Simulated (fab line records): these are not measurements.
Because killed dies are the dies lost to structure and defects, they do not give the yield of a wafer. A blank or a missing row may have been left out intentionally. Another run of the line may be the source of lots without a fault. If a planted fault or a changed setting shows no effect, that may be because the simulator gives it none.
One fault seen from 2 desks | flow gf180mcu | each desk holds nothing but its own numbers, with what lay behind them at the end

== DESK OF THE TOOL OWNER: plasma asher-02 ==
The tool's own readings at GF_TOP_METAL_STRIP_17 (strips in O2/N2): means of the sampled wafers that have a number, for each lot that ran on this tool. A lot is out of limits, marked OUT, if its mean lies more than 4 standard deviations from the usual mean; the brackets give that distance.
Columns: A = chamber pressure mTorr at GF_TOP_METAL_STRIP_17, usual 1500.1 mTorr; B = drypump motor current A at GF_TOP_METAL_STRIP_17, usual 5.2 A; C = heater power w at GF_TOP_METAL_STRIP_17, usual 313 W; D = oes product au at GF_TOP_METAL_STRIP_17, usual 0.710 a.u.; E = strip time to endpoint s at GF_TOP_METAL_STRIP_17, usual 12.89 s
lot  | first seen here | A      | B   | C   | D     | E
L780 | day 28 16:11    | 1499.0 | 5.7 | 363 | 0.713 | 12.79
L781 | day 29 01:48    | 1499.9 | 5.9 | 331 | 0.704 | 12.80
L800 | day 34 00:23    | 1500.7 | 5.9 | 336 | 0.711 | 12.84
This desk's finding: nothing out of limits on any of the 3 lots.

== FROM THE METROLOGY DESK ==
Means of the sampled wafers that have a number, per lot and without regard to the tool the lot ran on: this is what the gauges read. A lot is out of limits, marked OUT, if its mean lies more than 4 standard deviations from the usual mean; the brackets give that distance.
Columns: A = V4_CVD_02_THK at GF_V4_THK_MEAS_03, usual 846 nm; B = V4_OVL at GF_V4_OVL_MEAS_15, usual 1 nm
lot  | first seen here | A   | B
L778 | day 23 06:25    | 844 | -1
L780 | day 24 03:10    | 843 | -6
L781 | day 24 14:24    | 838 | 5
L782 | day 24 23:17    | 844 | 2
L783 | day 25 06:21    | 835 | -1
L785 | day 25 20:35    | 851 | 6
L787 | day 26 14:12    | 854 | 5
L788 | day 26 22:38    | 835 | -3
L789 | day 27 09:26    | 842 | 2
L796 | day 29 02:02    | 846 | -4
L797 | day 29 10:34    | 853 | -6
L800 | day 30 06:17    | 848 | -1
L801 | day 30 11:19    | 843 | 1
This desk's finding: nothing out of limits on any of the 13 lots.

== ALL TOGETHER ==
The desk of the tool owner found nothing out of limits.
Nothing out of limits was seen by the metrology desk.

== WHAT THE SIMULATOR PUT IN ==
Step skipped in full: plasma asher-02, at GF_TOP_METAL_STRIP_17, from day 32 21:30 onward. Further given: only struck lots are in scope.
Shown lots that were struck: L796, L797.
